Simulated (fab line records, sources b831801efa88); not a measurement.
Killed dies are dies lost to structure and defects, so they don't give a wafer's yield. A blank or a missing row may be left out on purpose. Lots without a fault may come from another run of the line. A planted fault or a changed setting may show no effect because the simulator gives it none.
Which tool did it? | flow sky130 | 24 lots, 72 wafers sampled, at 5 steps of a route of 708

WHAT THE GAUGES READ, wafer by wafer
SKY_FIELD_ISO_THK_MEAS_25.
lot  | measured    | on            | FIELD_ISO_CVD_24_THK (nm)
L074 | day 2 09:16 | film_metro-02 | 581 584 588
L075 | day 2 16:47 | film_metro-03 | 586 587 595
L076 | day 2 19:39 | film_metro-04 | 590 587 584
L077 | day 3 01:01 | film_metro-02 | 588 599 593
L078 | day 3 07:11 | film_metro-02 | 603 604 593
L079 | day 3 10:40 | film_metro-04 | 593 605 606
L080 | day 3 16:50 | film_metro-04 | 569 572 583
L081 | day 4 00:08 | film_metro-04 | 580 578 580
L082 | day 4 03:17 | film_metro-02 | 582 593 581
L083 | day 4 10:01 | film_metro-04 | 601 615 595
L084 | day 4 12:34 | film_metro-03 | 583 589 587
L085 | day 4 20:11 | film_metro-02 | 589 590 592
L086 | day 4 22:58 | film_metro-02 | 576 590 582
L087 | day 5 04:25 | film_metro-03 | 604 609 602
L088 | day 5 12:41 | film_metro-03 | 590 602 613
L089 | day 5 16:52 | film_metro-04 | 579 589 582
L090 | day 5 17:41 | film_metro-02 | 587 586 588
L091 | day 6 04:46 | film_metro-03 | 604 606 606
L092 | day 6 10:13 | film_metro-04 | 588 585 586
L093 | day 6 10:17 | film_metro-04 | 594 600 617
L094 | day 6 20:08 | film_metro-03 | 594 597 609
L095 | day 7 04:21 | film_metro-02 | 601 587 596
L096 | day 7 14:04 | film_metro-02 | 599 597 600
L097 | day 7 14:05 | film_metro-03 | 585 583 596

SKY_METAL1_OVL_MEAS_16.
lot  | measured     | on         | METAL1_OVL (nm)
L074 | day 32 13:15 | overlay-01 | 7 -4 3
L075 | day 33 07:40 | overlay-01 | -1 -3 -1
L076 | day 33 11:32 | overlay-01 | -4 -6 7
L077 | day 33 16:32 | overlay-02 | 9 3 8
L078 | day 34 00:38 | overlay-02 | 5 6 7
L079 | day 34 13:09 | overlay-02 | -1 12 5
L080 | day 34 17:43 | overlay-02 | -14 -2 -13
L081 | day 35 09:20 | overlay-01 | 5 6 4
L082 | day 35 14:30 | overlay-01 | 16 9 12
L083 | day 36 02:11 | overlay-01 | 3 -7 -5
L084 | day 36 02:32 | overlay-01 | -7 -9 0
L085 | day 36 15:06 | overlay-02 | 6 7 -7
L086 | day 36 13:46 | overlay-02 | -4 -9 -8
L087 | day 37 01:59 | overlay-01 | -5 6 4
L088 | day 37 07:59 | overlay-02 | 3 3 0
L089 | day 37 22:29 | overlay-02 | 7 9 0
L090 | day 38 00:23 | overlay-02 | 2 3 4
L091 | day 38 14:50 | overlay-01 | -12 -2 -13
L092 | day 38 15:55 | overlay-01 | 11 -3 2
L093 | day 38 18:04 | overlay-01 | 11 4 -5
L094 | day 39 23:28 | overlay-01 | 7 2 -6
L095 | day 40 15:53 | overlay-01 | 1 -1 2
L096 | day 40 12:41 | overlay-01 | -3 0 -3
L097 | day 40 10:25 | overlay-02 | -3 -1 0

SKY_VIA2_THK_MEAS_23: measures by xrf.
lot  | measured     | on            | VIA2_W_THK (nm)
L074 | day 36 03:22 | film_metro-03 | 430 429 433
L075 | day 36 19:31 | film_metro-03 | 432 427 425
L076 | day 36 23:13 | film_metro-03 | 436 443 435
L077 | day 37 04:59 | film_metro-02 | 430 429 423
L078 | day 37 12:42 | film_metro-03 | 430 432 432
L079 | day 38 00:40 | film_metro-03 | 432 421 424
L080 | day 38 04:01 | film_metro-04 | 443 442 445
L081 | day 38 19:55 | film_metro-02 | 426 430 420
L082 | day 39 01:26 | film_metro-03 | 438 437 434
L083 | day 39 13:40 | film_metro-04 | 443 441 442
L084 | day 39 13:52 | film_metro-04 | 437 439 435
L085 | day 40 01:19 | film_metro-02 | 432 428 434
L086 | day 40 00:20 | film_metro-04 | 440 439 438
L087 | day 40 11:58 | film_metro-03 | 435 435 440
L088 | day 40 17:20 | film_metro-03 | 435 439 428
L089 | day 41 07:49 | film_metro-02 | 432 431 429
L090 | day 41 08:47 | film_metro-04 | 439 442 434
L091 | day 41 22:09 | film_metro-03 | 432 433 425
L092 | day 42 00:17 | film_metro-02 | 438 428 433
L093 | day 42 01:13 | film_metro-04 | 438 433 430
L094 | day 43 04:05 | film_metro-03 | 428 423 423
L095 | day 43 21:47 | film_metro-02 | 440 441 440
L096 | day 43 17:07 | film_metro-02 | 431 432 426
L097 | day 43 15:23 | film_metro-03 | 421 421 426

WHICH TOOL RAN EACH LOT (tool, then ch and the chambers of the sampled wafers, then the start)
lot  | SKY_LI_CONTACT_ETCH_14             | SKY_VIA2_CVD_21
L074 | rie_diel-01 ch 0,1,3, day 28 22:01 | cvd_w-01 ch 0,1, day 36 03:07
L075 | rie_diel-04 ch 0,2, day 29 16:46   | cvd_w-02 ch 1, day 36 19:16
L076 | rie_diel-04 ch 0,1,3, day 29 20:37 | cvd_w-02 ch 0,1, day 36 22:58
L077 | rie_diel-01 ch 0,1, day 30 02:34   | cvd_w-01 ch 0,1, day 37 04:43
L078 | rie_diel-04 ch 0,1,2, day 30 10:37 | cvd_w-02 ch 0,1, day 37 12:26
L079 | rie_diel-04 ch 0,1,3, day 30 22:56 | cvd_w-01 ch 0,1, day 38 00:25
L080 | rie_diel-03 ch 1,2,3, day 31 03:40 | cvd_w-02 ch 0,1, day 38 03:47
L081 | rie_diel-01 ch 0,2, day 31 19:37   | cvd_w-02 ch 0,1, day 38 19:39
L082 | rie_diel-04 ch 0,3, day 32 02:28   | cvd_w-02 ch 0,1, day 39 01:11
L083 | rie_diel-01 ch 1,3, day 32 13:38   | cvd_w-02 ch 0,1, day 39 13:26
L084 | rie_diel-04 ch 0,2,3, day 32 13:40 | cvd_w-02 ch 0,1, day 39 13:37
L085 | rie_diel-01 ch 0,1,3, day 33 05:13 | cvd_w-01 ch 0,1, day 40 01:04
L086 | rie_diel-04 ch 0,3, day 33 00:49   | cvd_w-02 ch 0,1, day 40 00:05
L087 | rie_diel-04 ch 0,2,3, day 33 14:19 | cvd_w-01 ch 0,1, day 40 11:43
L088 | rie_diel-01 ch 2,3, day 33 22:17   | cvd_w-02 ch 0,1, day 40 17:07
L089 | rie_diel-04 ch 0,3, day 34 12:07   | cvd_w-02 ch 1, day 41 07:34
L090 | rie_diel-03 ch 0,1,3, day 34 14:10 | cvd_w-01 ch 0,1, day 41 08:33
L091 | rie_diel-01 ch 1,2, day 35 05:38   | cvd_w-02 ch 0,1, day 41 21:55
L092 | rie_diel-01 ch 1,2,3, day 35 06:34 | cvd_w-01 ch 0,1, day 42 00:02
L093 | rie_diel-03 ch 1,3, day 35 09:14   | cvd_w-01 ch 0,1, day 42 00:58
L094 | rie_diel-03 ch 1,3, day 36 13:28   | cvd_w-02 ch 0,1, day 43 03:49
L095 | rie_diel-01 ch 2,3, day 37 06:19   | cvd_w-02 ch 0,1, day 43 21:32
L096 | rie_diel-01 ch 0,1,2, day 37 04:38 | cvd_w-01 ch 0,1, day 43 16:52
L097 | rie_diel-03 ch 0,1,3, day 37 01:22 | cvd_w-01 ch 0,1, day 43 15:08
- SKY_LI_CONTACT_ETCH_14: etches BARC in N2/H2, stops on SiO2, time 45.9 s, target depth 60 nm.
- SKY_VIA2_CVD_21: deposits W, target thk 420 nm, time 126.4 s.

WHAT THE TOOLS THEMSELVES READ (means of the sampled wafers that have a number; where no wafer has one, the mark that the record gives instead)
SKY_LI_CONTACT_ETCH_14.
lot  | tool        | drypump_motor_current_A (A) | oes_product_au (a.u.) | throttle_valve_pct (%)
L074 | rie_diel-01 | 5.4                         | 0.860                 | 13.221
L075 | rie_diel-04 | 6.5                         | 0.856                 | 13.231
L076 | rie_diel-04 | 6.3                         | 0.852                 | 13.222
L077 | rie_diel-01 | 5.9                         | 0.853                 | 13.226
L078 | rie_diel-04 | 6.3                         | 0.857                 | 13.220
L079 | rie_diel-04 | 6.3                         | 0.852                 | 13.222
L080 | rie_diel-03 | 5.8                         | 0.851                 | 13.220
L081 | rie_diel-01 | 6.0                         | 0.856                 | 13.229
L082 | rie_diel-04 | 6.5                         | 0.855                 | 13.226
L083 | rie_diel-01 | 5.1                         | 0.854                 | 13.229
L084 | rie_diel-04 | 6.4                         | 0.858                 | 13.229
L085 | rie_diel-01 | 5.4                         | 0.854                 | 13.229
L086 | rie_diel-04 | 6.4                         | 0.851                 | 13.228
L087 | rie_diel-04 | 6.4                         | 0.854                 | 13.234
L088 | rie_diel-01 | 5.2                         | 0.852                 | 13.231
L089 | rie_diel-04 | 6.4                         | 0.855                 | 13.228
L090 | rie_diel-03 | 5.9                         | 0.852                 | 13.227
L091 | rie_diel-01 | 6.1                         | 0.856                 | 13.223
L092 | rie_diel-01 | 5.7                         | 0.853                 | 13.232
L093 | rie_diel-03 | 5.8                         | 0.857                 | 13.225
L094 | rie_diel-03 | 5.8                         | 0.853                 | 13.224
L095 | rie_diel-01 | 5.8                         | 0.850                 | 13.230
L096 | rie_diel-01 | 5.9                         | 0.856                 | 13.218
L097 | rie_diel-03 | 5.9                         | 0.853                 | 13.219

SKY_VIA2_CVD_21.
lot  | tool     | heater_power_outer_w (W) | heater_power_w (W)
L074 | cvd_w-01 | 567                      | 867
L075 | cvd_w-02 | 462                      | 760
L076 | cvd_w-02 | 504                      | 811
L077 | cvd_w-01 | 588                      | 894
L078 | cvd_w-02 | 540                      | 870
L079 | cvd_w-01 | 576                      | 905
L080 | cvd_w-02 | 539                      | 893
L081 | cvd_w-02 | 507                      | 826
L082 | cvd_w-02 | 504                      | 819
L083 | cvd_w-02 | 533                      | 893
L084 | cvd_w-02 | 539                      | 888
L085 | cvd_w-01 | 558                      | 857
L086 | cvd_w-02 | 504                      | 831
L087 | cvd_w-01 | 556                      | 872
L088 | cvd_w-02 | 501                      | 819
L089 | cvd_w-02 | 461                      | 750
L090 | cvd_w-01 | 563                      | 850
L091 | cvd_w-02 | 549                      | 871
L092 | cvd_w-01 | 552                      | 860
L093 | cvd_w-01 | 569                      | 856
L094 | cvd_w-02 | 539                      | 888
L095 | cvd_w-02 | 544                      | 899
L096 | cvd_w-01 | 572                      | 844
L097 | cvd_w-01 | 552                      | 871

THE ANSWER, worked out from the rows above alone
Rule: what is usual is taken from the lots themselves. Put in order of their means at a reading, lots are off if they are a third of the lots or fewer, leave a main group of 4 or more, and stand apart from it by a gap of 3 or more times the standard deviation of the main group's means; of several such gaps the widest counts. A main group whose means are all the same, to the digits that the tables above print for the reading, isn't used. A lot without any number at a reading at which 4 lots or more have one is off too. The other lots that the step has rows for count as sound. The gauges are gone through in route order, then the tools' own readings, and for those a lot's mean is taken as printed above. The first step at which some lot is off is used, and at that step the reading that is off furthest; a lot without a number counts as furthest.
No lot is off at any reading shown: from this, nothing can be told.

WHAT THE SIMULATOR HAD PUT IN
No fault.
